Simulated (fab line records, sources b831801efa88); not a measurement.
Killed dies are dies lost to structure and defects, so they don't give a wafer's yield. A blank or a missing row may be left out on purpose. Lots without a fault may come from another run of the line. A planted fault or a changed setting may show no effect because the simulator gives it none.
Which tool did it? | flow gf180mcu | 13 lots, 39 wafers sampled, at 1 step of a route of 602

WHAT THE GAUGES READ, wafer by wafer
GF_CONTACT_OVL_MEAS_15. Usual: CONTACT_OVL 0 nm, standard deviation 5.9.
lot  | measured     | on         | CONTACT_OVL (nm) | flag
L145 | day 16 02:31 | overlay-01 | -8 1 0           |
L147 | day 16 20:55 | overlay-01 | -5 1 -4          |
L149 | day 17 08:53 | overlay-02 | 5 -4 -3          |
L150 | day 18 00:01 | overlay-01 | 1 -3 -1          |
L152 | day 18 14:58 | overlay-02 | 0 -1 4           |
L153 | day 19 00:21 | overlay-02 | 0 3 3            |
L155 | day 19 22:52 | overlay-02 | 5 4 0            |
L156 | day 20 07:48 | overlay-02 | 1 3 2            |
L159 | day 21 11:15 | overlay-02 | 2 -1 -4          |
L160 | day 21 12:49 | overlay-02 | -9 -7 -7         |
L164 | day 22 21:42 | overlay-02 | -1 -1 -8         |
L167 | day 23 20:52 | overlay-02 | -2 7 7           |
L168 | day 24 09:06 | overlay-02 | -2 -3 1          |

WHICH TOOL RAN EACH LOT (tool, then ch and the chambers of the sampled wafers, then the start)
The record holds no process step before these readings.

WHAT THE TOOLS THEMSELVES READ (means of the sampled wafers that have a number; where no wafer has one, the mark that the record gives instead)
The record holds no such reading with a usual standard deviation.

THE ANSWER, worked out from the rows above alone
Rule: a lot is off if the mean of its wafers that have a number lies more than 3 standard deviations from the usual mean. A lot without any number at a reading at which 4 lots or more have one is off too. The other lots that the step has rows for count as sound. The gauges are gone through in route order, then the tools' own readings, and for those a lot's mean is taken as printed above. The first step at which some lot is off is used, and at that step the reading that is off furthest; a lot without a number counts as furthest.
No lot is off at any reading shown: from this, nothing can be told.

WHAT THE SIMULATOR HAD PUT IN
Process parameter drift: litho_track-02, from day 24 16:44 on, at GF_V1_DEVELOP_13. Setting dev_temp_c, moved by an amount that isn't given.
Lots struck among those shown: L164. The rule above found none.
